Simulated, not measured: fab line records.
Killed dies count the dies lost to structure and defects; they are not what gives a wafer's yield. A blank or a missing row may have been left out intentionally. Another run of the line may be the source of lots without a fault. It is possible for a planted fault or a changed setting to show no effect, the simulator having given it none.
A lot that was struck, set against a sound lot    flow sky130    18 steps out of a route of 708
Sound: these wafers, L782.2, L782.3, L782.6. Wafers L788.1, L788.4, L788.6 were the ones struck. At the end, the cause is stated.
For every step that has rows: the tool of each side, followed by ch and its chambers, followed by its first start. Under that, the readings that differ: sound wafers    struck wafers    difference of the means    sigmas: that difference in standard deviations of wafers without a fault.
alike: readings whose means differ by less than 2 such deviations, and words and numbers that are the same on both sides. not compared: withheld readings, readings that some wafer has no value for, bounds like >300 that may hide the same value, and numbers for which the record gives no deviation and whose values overlap.
A row with sigmas, a row that says differs or no value, or rows on one side alone: a step with any of these is where the two part. Numbers that don't overlap but have no deviation are shown without sigmas and don't part them. A reading that every wafer of one side lacks parts them only if that side has two wafers or more.

first, 1 step without rows for these wafers: SKY_POLY_GATE_CVD_03 (deposits Si3N4 from DCS/NH3, target thk 75 nm, time 1290 s).
SKY_POLY_GATE_THK_MEAS_04:
  sound: filmMetro-01 at day 16 11:06; struck: filmMetro-01 at day 18 06:50
  alike: POLY_GATE_CVD_03_THK
then, 8 steps without rows for these wafers: SKY_POLY_GATE_DEHYDRATE_05 (time 60 s); SKY_POLY_GATE_HMDS_06 (prime time 60 s); SKY_POLY_GATE_COAT_07 (resist thk 110 nm); SKY_POLY_GATE_COAT_08 (resist thk 450 nm); SKY_POLY_GATE_SOFTBAKE_09 (time 90 s); SKY_POLY_GATE_EXPOSE_10 (exposes mask P1M, target cd 150 nm); SKY_POLY_GATE_PEB_11; SKY_POLY_GATE_DEVELOP_12 (develop time 60 s).
SKY_POLY_GATE_CD_MEAS_13 targets a cd of 150 nm.
  sound: cdSem-01 at day 17 16:34; struck: cdSem-01 at day 19 13:43
  alike: cdNm
SKY_POLY_GATE_OVL_MEAS_14:
  sound: overlay-01 at day 17 16:40; struck: overlay-01 at day 19 13:50
  alike: POLY_GATE_OVL
SKY_POLY_GATE_ETCH_15: etches BARC in N2/H2, stops on SiO2, time 118.5 s, target depth 110 nm.
  sound on rieDiel-03 ch 0,1,2, day 17 16:41; struck on rieDiel-04 ch 0,2, day 19 13:52
reading                                          sound              struck             difference  sigmas
model.KrF-thick_of_POLY_GATE_COAT_08.thkNm (nm)  343.3 346.7 345.2  360.5 361.4 361.6  +16.1       
model.POLY_GATE.cdNm (nm)                        151.1 148.8 149.8  157.1 151.8 156.2  +5.1        
  alike: drypumpMotorCurrentA, oesProductAu, throttleValvePct
  not compared: rfHoursCounterH
SKY_POLY_GATE_ETCH_16: etches Si3N4 in CH3F/O2, stops on poly-Si, time 147.5 s, target depth 75 nm.
  sound on rieDiel-03 ch 0,1,2, day 17 16:47; struck on rieDiel-04 ch 0,2, day 19 13:57
  alike: ch3fFlowSccm, drypumpMotorCurrentA, oesProductAu, throttleValvePct
  not compared: rfHoursCounterH
SKY_POLY_GATE_ETCH_17: etches poly-Si in HBr/Cl2, stops on SiO2, target depth 180 nm, time 70.5 s.
  sound on rieSi-02 ch 1,3, day 17 16:53; struck on rieSi-01 ch 0,1,3, day 19 14:03
reading                                          sound              struck             difference  sigmas
model.KrF-thick_of_POLY_GATE_COAT_08.thkNm (nm)  140.1 146.1 139.4  155.9 159.2 155.5  +15.0       
  alike: drypumpMotorCurrentA, oesProductAu, throttleValvePct
  not compared: rfHoursCounterH, model.POLY_GATE.cdNm
SKY_POLY_GATE_STRIP_18: strips in O2/N2.
  sound on plasmaAsher-04 ch 0,1, day 17 16:56; struck on plasmaAsher-02 ch 0, day 19 14:07
reading                   sound           struck          difference  sigmas
stripTimeToEndpointS (s)  3.16 3.23 3.13  3.34 3.37 3.33  +0.17       +4
  alike: drypumpMotorCurrentA, oesProductAu
  not compared: rfHoursCounterH
then, 1 step without rows for these wafers: SKY_POLY_GATE_CLEAN_19 (cleans in SC1/SC2, time 150 s).
-- the record jumps here: 29 days lie between the struck wafers' starts before and after (it left off in module POLY_GATE and takes up again in module PAD_OPEN, whose first step shown is number 708 of the route) --
SKY_PAD_OPEN_PROBE_99:
  sound: prober-01 at day 46 22:34; struck: prober-02 at day 48 03:02
reading                              sound            struck             difference  sigmas
model.etest.resXhighPo.widthNm (nm)  350.4 346.6 350  356.1 352.8 354.8  +5.6        
  alike: killed_at_M0_to_M3, killed_at_M4_up, killedAtContacts, killedAtFrontEnd, killedAtOther, killedDies, killedOpen, killedShort
  not compared: model.etest.resPoly.widthNm, model.etest.resHighPo.widthNm, model.etest.ring_1v8.delayPs

WHERE THEY PART
SKY_POLY_GATE_STRIP_18 only, going by this record. Later steps at which nothing parts them and some readings are alike: SKY_PAD_OPEN_PROBE_99.

WHY: whatever the simulator had introduced
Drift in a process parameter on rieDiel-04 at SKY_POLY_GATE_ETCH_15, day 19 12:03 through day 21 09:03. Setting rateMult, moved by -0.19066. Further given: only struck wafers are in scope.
